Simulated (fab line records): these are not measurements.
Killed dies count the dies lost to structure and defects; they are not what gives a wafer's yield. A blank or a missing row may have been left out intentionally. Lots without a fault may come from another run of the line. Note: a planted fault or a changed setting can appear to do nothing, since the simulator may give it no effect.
Matching of chambers    flow sky130    SKY_PASSIVATION_CVD_00 on pecvd-04 has 3 sister chambers
The step deposits SiO2, target thk 90 nm. 6 wafers are shown with their chamber, then 12 later ones without.

WAFERS, EACH WITH ITS CHAMBER
wafer   chamber  heater-power-w (W)
L085.5  0        599
L086.4  2        735
L086.5  1        715
L088.2  2        734
L088.3  0        578
L088.5  1        624

WAFERS MISSING THEIR CHAMBER
wafer   heater-power-w (W)
L091.1  536
L091.4  729
L091.5  638
L092.3  729
L092.4  712
L092.6  594
L093.2  728
L093.4  739
L093.6  524
L094.1  730
L094.2  560
L094.6  582

THE CHAMBER EACH PASSED THROUGH
wafer   from the rows above           in truth
L091.1  0                             0
L091.4  can't be placed: 2 or 1       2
L091.5  can't be placed: 1 or 0 or 2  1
L092.3  can't be placed: 2 or 1       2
L092.4  can't be placed: 2 or 1       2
L092.6  can't be placed: 0 or 1       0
L093.2  can't be placed: 2 or 1       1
L093.4  can't be placed: 2 or 1       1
L093.6  0                             0
L094.1  can't be placed: 2 or 1       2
L094.2  0                             0
L094.6  0                             0
4 of 12 placed correctly. Not placeable from these rows: 8 (in 8, the candidates include the true chamber). Number placed wrongly: 0.
How it was worked out, from the rows above alone: a wafer's distance from a chamber is the root of the sum, over the readings, of the square of ((its reading less the chamber's mean) divided by the reading's scatter). If the next closest chamber is less than 2 further off than the closest, the wafer can't be placed; otherwise it belongs to the closest. For every chamber, the mean is computed from those of its wafers that are shown. The scatter: the root of (the sum of the squares of (reading less its chamber's mean) over the shown wafers, divided by (wafers less chambers)).
